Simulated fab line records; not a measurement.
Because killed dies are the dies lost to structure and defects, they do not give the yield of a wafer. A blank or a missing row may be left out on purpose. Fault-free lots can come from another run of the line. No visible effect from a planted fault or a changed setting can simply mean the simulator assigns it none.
The tool behind it: which one?	flow sky130	Sampling: 6 lots, 18 wafers, 3 of 708 route steps

WHAT THE GAUGES READ, wafer by wafer
SKY_VT_ADJUST_NCORE_TW_MEAS_11.
lot	measured	on	VT_ADJUST_NCORE_TW
L968	day 9 09:56	film metro-02	218.9 220.0 219.8
L971	day 10 08:29	film metro-01	220.4 220.8 220.4
L973	day 10 21:42	film metro-01	269.2 268.9 267.7 268.7 269.3 267.6
L977	day 12 07:29	film metro-01	219.4 218.8 219.5
L984	day 14 05:55	film metro-04	221.4 222.8 224.2
L989	day 15 16:31	film metro-02	221.1 218.4 220.5

EACH LOT AND THE TOOL THAT RAN IT (in order: tool; ch and the chambers of the sampled wafers; start)
lot	SKY_DNWELL_STRIP_08	SKY_VT_ADJUST_NCORE_IMPLANT_09
L968	plasma asher-04 ch 0,1, day 3 15:59	implanter-02 ch 0, day 9 09:43
L971	plasma asher-02 ch 0,1, day 4 09:00	implanter-01 ch 0, day 10 08:17
L973	plasma asher-02 ch 0,1, day 4 20:34	implanter-03 ch 0, day 10 20:59
L977	plasma asher-02 ch 0,1, day 5 20:08	implanter-01 ch 0, day 12 07:16
L984	plasma asher-03 ch 0, day 7 06:36	implanter-01 ch 0, day 14 05:40
L989	plasma asher-04 ch 0,1, day 8 06:01	implanter-01 ch 0, day 15 16:17
- SKY_DNWELL_STRIP_08: strips in O2/N2.
- SKY_VT_ADJUST_NCORE_IMPLANT_09

THE ANSWER, worked out from the rows above alone
Rule: what is usual is taken from the lots themselves. Put in order of their means at a reading, lots are off if they are a third of the lots or fewer, leave a main group of 4 or more, and stand apart from it by a gap of 3 or more times the standard deviation of the main group's means; of several such gaps the widest counts. A main group whose means are all the same, to the digits that the tables above print for the reading, isn't used. A lot without any number at a reading at which 4 lots or more have one is off too. The other lots that the step has rows for count as sound.
Off: L973, at SKY_VT_ADJUST_NCORE_TW_MEAS_11 (VT_ADJUST_NCORE_TW). The main group has a mean of 220.4 with a standard deviation of 1.3.
If a tool, at a process step before that reading, ran all the lots that are off and no sound lot after the first of them, it fits. Gauges at SKY_VT_ADJUST_NCORE_TW_MEAS_11: tried the same way as those tools. One fits: implanter-03 at SKY_VT_ADJUST_NCORE_IMPLANT_09. It ran no sound lot before its first lot that is off in this sample, so the start can't be narrowed down.

WHAT HAD BEEN PUT IN BY THE SIMULATOR
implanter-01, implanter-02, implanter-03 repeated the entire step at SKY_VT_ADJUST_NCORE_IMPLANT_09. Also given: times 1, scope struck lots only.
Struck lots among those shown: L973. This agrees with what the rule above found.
